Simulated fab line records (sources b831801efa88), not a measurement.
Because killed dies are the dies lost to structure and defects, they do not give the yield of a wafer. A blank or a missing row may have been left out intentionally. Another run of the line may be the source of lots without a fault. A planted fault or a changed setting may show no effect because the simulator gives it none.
Struck lot and sound lot, side by side + flow sky130 + 17 out of 708 route steps
Sound: the wafers L637.1, L637.4, L637.5. Struck: wafer L640.2; the same lot's L640.4 was not struck, so it is left out; see the end for the cause.
Order at every step that has rows: each side's tool, ch and its chambers, its first start. Under that, the readings that differ: sound wafers + struck wafers + difference of the means + sigmas: that difference in standard deviations of wafers without a fault.
alike: words and numbers the same on both sides, and readings whose means are apart by under 2 such deviations; not compared: readings that were withheld, readings missing a value for some wafer, numbers with overlapping values and no deviation given by the record, and bounds like >300 which may hide the same value.
The two part at a step that has a row with sigmas, a row that says differs or no value, or rows on one side only. Non-overlapping numbers with no deviation appear without sigmas and do not part them. Lack of a reading on every wafer of one side parts them only where that side has two or more wafers.

first, 2 steps without rows for these wafers: SKY_LOCAL_INTERCONNECT_PEB_09; SKY_LOCAL_INTERCONNECT_DEVELOP_10 (develop time 60 s).
SKY_LOCAL_INTERCONNECT_CD_MEAS_11: target cd 170 nm.
  sound on cdSem-01 at day 33 15:51; struck on cdSem-02 at day 34 17:02
  alike: cdNm
SKY_LOCAL_INTERCONNECT_OVL_MEAS_12:
  sound on overlay-02 at day 33 15:58; struck on overlay-01 at day 34 17:09
  alike: LOCAL_INTERCONNECT_OVL
SKY_LOCAL_INTERCONNECT_ETCH_13: etches BARC in N2/H2, stops on SiO2, time 45.9 s, target depth 60 nm.
  sound on rieMetal-02 ch 0,1, day 33 16:00; struck on rieMetal-01 ch 0, day 34 17:11
  alike: chamberPressureMTorr, drypumpMotorCurrentA, oesProductAu, throttleValvePct
  not compared: rfHoursCounterH
SKY_LOCAL_INTERCONNECT_METAL_ETCH_14: etches TiN in Cl2/BCl3, stops on PSG, target depth 110 nm, time 31.4 s.
  sound on rieMetal-02 ch 0,1, day 33 16:04; struck on rieMetal-01 ch 0, day 34 17:14
  alike: chamberPressureMTorr, drypumpMotorCurrentA, oesProductAu, throttleValvePct
  not compared: rfHoursCounterH
SKY_LOCAL_INTERCONNECT_STRIP_15: strips in O2/N2.
  sound on plasmaAsher-01 ch 0,1, day 33 16:07; struck on plasmaAsher-01 ch 1, day 34 17:17
  alike: chamberPressureMTorr, drypumpMotorCurrentA, oesProductAu, stripTimeToEndpointS
  not compared: rfHoursCounterH
then, 3 steps without rows for these wafers: SKY_LOCAL_INTERCONNECT_STRIP_16 (strips in post etch residue remover, time 1200 s); SKY_LOCAL_INTERCONNECT_CLEAN_17 (cleans in IPA, time 180 s); SKY_LOCAL_INTERCONNECT_CLEAN_18 (cleans in O3/DIW).
SKY_CONTACT_CVD_00: deposits Si3N4, target thk 75 nm.
  sound on pecvd-02 ch 0,1,2, day 33 16:44; struck on pecvd-03 ch 2, day 34 17:53
  alike: heaterPowerW
SKY_CONTACT_THK_MEAS_01:
  sound on filmMetro-01 at day 33 16:46; struck on filmMetro-04 at day 34 17:56
  alike: CONTACT_CVD_00_THK
SKY_CONTACT_HDPCVD_02: deposits SiO2, target thk 565 nm, time 94.2 s.
  sound on hdpcvd-02 ch 1,2, day 33 16:50; struck on hdpcvd-02 ch 1, day 34 17:59
| reading                                    | sound             | struck | difference | sigmas |
|--------------------------------------------|-------------------|--------|------------|--------|
| runLengthS (s)                             | 122.3 123.0 122.4 | 137.9  | +15.3      | +46    |
| model.SiO2_of_CONTACT_HDPCVD_02.thkNm (nm) | 568.2 572.6 571.7 | 663.2  | +92.4      |        |
SKY_CONTACT_THK_MEAS_03:
  sound on filmMetro-02 at day 33 16:56; struck on filmMetro-02 at day 34 18:17
| reading                 | sound       | struck | difference | sigmas |
|-------------------------|-------------|--------|------------|--------|
| CONTACT_HDPCVD_THK (nm) | 568 573 572 | 663    | +92        | +15    |
  not compared: hold
SKY_CONTACT_CMP_04: polishes SiO2.
  sound on cmp-02 ch 0,2, day 33 17:03; struck on cmp-02 ch 1, day 34 23:29
| reading             | sound    | struck                  | difference                   | sigmas |
|---------------------|----------|-------------------------|------------------------------|--------|
| hold                | - - -    | awaitDispo/4.9h/release | no value on the sound wafers |        |
| timeToEndpointS (s) | 87 88 84 | 116                     | +30                          | +8     |
  alike: edgeZonePressureFrac, motorCurrentA
SKY_CONTACT_BOW_MEAS_05:
  sound on filmMetro-01 at day 33 17:18; struck on filmMetro-04 at day 34 23:48
  alike: CONTACT_BOW
-- the record jumps here: 14 days lie between the struck wafers' starts before and after (it left off in module CONTACT and takes up again in module PAD_OPEN, whose first step shown is number 708 of the route) --
SKY_PAD_OPEN_PROBE_99:
  sound on prober-02 at day 48 05:28; struck on prober-01 at day 48 23:46
| reading | sound | struck                  | difference                   | sigmas |
|---------|-------|-------------------------|------------------------------|--------|
| hold    | - - - | awaitDispo/5.1h/release | no value on the sound wafers |        |
  alike: killed_at_M0_to_M3, killed_at_M4_up, killedAtContacts, killedAtFrontEnd, killedAtOther, killedDies, killedOpen, killedShort

## WHERE THEY PART
Earliest at SKY_CONTACT_HDPCVD_02; latest, in this record, at SKY_PAD_OPEN_PROBE_99.

WHY: whatever the simulator had introduced
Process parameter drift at SKY_CONTACT_HDPCVD_02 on hdpcvd-02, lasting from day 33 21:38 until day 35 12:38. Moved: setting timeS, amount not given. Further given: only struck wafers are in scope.
